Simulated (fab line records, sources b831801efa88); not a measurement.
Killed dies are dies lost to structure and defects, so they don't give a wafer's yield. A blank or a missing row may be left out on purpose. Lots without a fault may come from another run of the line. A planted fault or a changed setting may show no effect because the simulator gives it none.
Which tool did it? | flow gf180mcu | 11 lots, 33 wafers sampled, at 6 steps of a route of 602

WHAT THE GAUGES READ, wafer by wafer
GF_V1_RS_MEAS_24: measures by four-point-probe. Usual: V1_W_RS 0.331 ohm/sq, standard deviation 0.0048.
lot  | measured     | on            | V1_W_RS (ohm/sq)                    | flag
L292 | day 17 21:28 | film_metro-03 | 0.336 0.329 0.338                   |
L293 | day 18 14:13 | film_metro-01 | 0.330 0.329 0.331                   |
L298 | day 21 21:09 | film_metro-01 | 0.330 0.330 0.244 0.330 0.331 0.244 | OFF
L303 | day 23 03:41 | film_metro-01 | 0.332 0.243 0.335 0.332 0.243 0.335 | OFF
L306 | day 24 01:14 | film_metro-02 | 0.328 0.328 0.330                   |
L309 | day 24 10:44 | film_metro-01 | 0.330 0.328 0.330                   |
L311 | day 25 01:28 | film_metro-01 | 0.319 0.320 0.320                   |
L312 | day 25 04:35 | film_metro-02 | 0.324 0.327 0.323                   |
L313 | day 25 18:20 | film_metro-03 | 0.329 0.332 0.330                   |
L314 | day 25 22:19 | film_metro-01 | 0.343 0.339 0.337                   |
L315 | day 26 16:18 | film_metro-02 | 0.330 0.330 0.330                   |

GF_V1_THK_MEAS_25: measures by xrf. Usual: V1_W_THK 347 nm, standard deviation 4.5.
lot  | measured     | on            | V1_W_THK (nm)           | flag
L292 | day 17 21:34 | film_metro-03 | 344 350 341             |
L293 | day 18 14:19 | film_metro-01 | 348 349 346             |
L298 | day 21 22:43 | film_metro-01 | 345 349 472 347 347 470 | OFF
L303 | day 23 08:10 | film_metro-01 | 348 473 341 346 471 345 | OFF
L306 | day 24 01:22 | film_metro-02 | 354 352 349             |
L309 | day 24 10:50 | film_metro-01 | 347 347 348             |
L311 | day 25 01:35 | film_metro-01 | 359 358 355             |
L312 | day 25 04:42 | film_metro-02 | 353 351 353             |
L313 | day 25 18:26 | film_metro-03 | 352 348 351             |
L314 | day 25 22:26 | film_metro-01 | 336 340 341             |
L315 | day 26 16:25 | film_metro-02 | 351 347 348             |

GF_V3_OVL_MEAS_15. Usual: V3_OVL 1 nm, standard deviation 5.3.
lot  | measured     | on         | V3_OVL (nm) | flag
L292 | day 22 01:25 | overlay-01 | -4 -6 -5    |
L293 | day 22 19:08 | overlay-01 | 6 7 0       |
L298 | day 25 19:59 | overlay-02 | -1 -3 -2    |
L303 | day 27 00:02 | overlay-01 | 0 4 7       |
L306 | day 27 19:40 | overlay-02 | 7 3 7       |
L309 | day 28 01:43 | overlay-02 | -9 -1 -11   |
L311 | day 28 16:24 | overlay-01 | 3 -7 -1     |
L312 | day 28 18:38 | overlay-01 | -1 -1 -1    |
L313 | day 29 07:35 | overlay-02 | -3 -1 -9    |
L314 | day 29 11:19 | overlay-01 | -1 1 5      |
L315 | day 30 02:36 | overlay-01 | 5 1 5       |

WHICH TOOL RAN EACH LOT (tool, then ch and the chambers of the sampled wafers, then the start)
lot  | GF_V1_CVD_23                  | GF_V1_CMP_26                  | GF_V2_SPUTTER_21
L292 | cvd_w-01 ch 0,1, day 17 21:21 | cmp-02 ch 0,2, day 17 21:39   | pvd_sputter-04, day 19 22:46
L293 | cvd_w-02 ch 0,1, day 18 14:07 | cmp-02 ch 0,1, day 18 14:25   | pvd_sputter-04, day 20 17:43
L298 | cvd_w-01 ch 0,1, day 21 21:01 | cmp-02 ch 1,2,3, day 22 01:06 | pvd_sputter-04, day 23 22:26
L303 | cvd_w-01 ch 0,1, day 23 03:33 | cmp-01 ch 1,2,3, day 23 13:01 | pvd_sputter-01, day 25 03:07
L306 | cvd_w-02 ch 0,1, day 24 01:08 | cmp-01 ch 2,3, day 24 01:28   | pvd_sputter-04, day 26 00:31
L309 | cvd_w-02 ch 0, day 24 10:36   | cmp-01 ch 0,2,3, day 24 10:53 | pvd_sputter-03, day 26 07:46
L311 | cvd_w-02 ch 0,1, day 25 01:21 | cmp-02 ch 0,1,3, day 25 01:42 | pvd_sputter-03, day 26 22:31
L312 | cvd_w-02 ch 0,1, day 25 04:28 | cmp-01 ch 0,2, day 25 04:46   | pvd_sputter-01, day 27 01:28
L313 | cvd_w-02 ch 0,1, day 25 18:13 | cmp-02 ch 1,3, day 25 18:28   | pvd_sputter-04, day 27 13:36
L314 | cvd_w-01 ch 1, day 25 22:13   | cmp-02 ch 1,2,3, day 25 22:33 | pvd_sputter-03, day 27 18:14
L315 | cvd_w-02 ch 0,1, day 26 16:11 | cmp-02 ch 1,2,3, day 26 16:32 | pvd_sputter-01, day 28 10:10
- GF_V1_CVD_23: deposits W, target thk 350 nm, time 105.05 s.
- GF_V1_CMP_26: polishes, stops on SiO2, t overpolish 15 s, target thk 0 nm.
- GF_V2_SPUTTER_21: material Ti, target thk 15 nm, time 80.02 s.

WHAT THE TOOLS THEMSELVES READ (means of the sampled wafers that have a number; where no wafer has one, the mark that the record gives instead)
GF_V1_CVD_23. Usual: heater_power_w 885 W, standard deviation 35; susceptor_temp_C 400.01 C, standard deviation 0.21.
lot  | tool     | heater_power_w (W) | susceptor_temp_C (C) | flag
L292 | cvd_w-01 | 891                | 400.13               |
L293 | cvd_w-02 | 891                | 400.08               |
L298 | cvd_w-01 | 872                | 399.92               |
L303 | cvd_w-01 | 913                | 399.75               |
L306 | cvd_w-02 | 888                | 400.26               |
L309 | cvd_w-02 | 903                | 400.30               |
L311 | cvd_w-02 | 895                | 399.90               |
L312 | cvd_w-02 | 889                | 400.21               |
L313 | cvd_w-02 | 889                | 400.05               |
L314 | cvd_w-01 | 930                | 400.15               |
L315 | cvd_w-02 | 878                | 400.25               |

GF_V1_CMP_26. Usual: motor_current_A 10.7 A, standard deviation 0.88; time_to_endpoint_s 85 s, standard deviation 4.
lot  | tool   | motor_current_A (A) | time_to_endpoint_s (s) | flag
L292 | cmp-02 | 11.0                | 86                     |
L293 | cmp-02 | 11.3                | 91                     |
L298 | cmp-02 | 10.9                | 92                     |
L303 | cmp-01 | 10.5                | 99                     | OFF
L306 | cmp-01 | 11.1                | 86                     |
L309 | cmp-01 | 11.1                | 83                     |
L311 | cmp-02 | 10.6                | 90                     |
L312 | cmp-01 | 10.8                | 81                     |
L313 | cmp-02 | 10.3                | 87                     |
L314 | cmp-02 | 10.8                | 87                     |
L315 | cmp-02 | 11.0                | 83                     |

GF_V2_SPUTTER_21. Usual: throttle_valve_pct 29.6 %, standard deviation 1.4.
lot  | tool           | throttle_valve_pct (%) | flag
L292 | pvd_sputter-04 | 30.2                   |
L293 | pvd_sputter-04 | 29.1                   |
L298 | pvd_sputter-04 | 30.8                   |
L303 | pvd_sputter-01 | 28.4                   |
L306 | pvd_sputter-04 | 30.0                   |
L309 | pvd_sputter-03 | 30.4                   |
L311 | pvd_sputter-03 | 30.6                   |
L312 | pvd_sputter-01 | 28.1                   |
L313 | pvd_sputter-04 | 30.2                   |
L314 | pvd_sputter-03 | 30.7                   |
L315 | pvd_sputter-01 | 29.2                   |

THE ANSWER, worked out from the rows above alone
Rule: a lot is off if the mean of its wafers that have a number lies more than 3 standard deviations from the usual mean. A lot without any number at a reading at which 4 lots or more have one is off too. The other lots that the step has rows for count as sound. The gauges are gone through in route order, then the tools' own readings, and for those a lot's mean is taken as printed above. The first step at which some lot is off is used, and at that step the reading that is off furthest; a lot without a number counts as furthest.
Off: L298, L303, at GF_V1_RS_MEAS_24 (V1_W_RS).
A tool fits if, at a process step before that reading, it ran every lot that is off, and no sound lot after the first of them. The gauges at GF_V1_RS_MEAS_24 are tried like those tools. None of those tried fits.

WHAT THE SIMULATOR HAD PUT IN
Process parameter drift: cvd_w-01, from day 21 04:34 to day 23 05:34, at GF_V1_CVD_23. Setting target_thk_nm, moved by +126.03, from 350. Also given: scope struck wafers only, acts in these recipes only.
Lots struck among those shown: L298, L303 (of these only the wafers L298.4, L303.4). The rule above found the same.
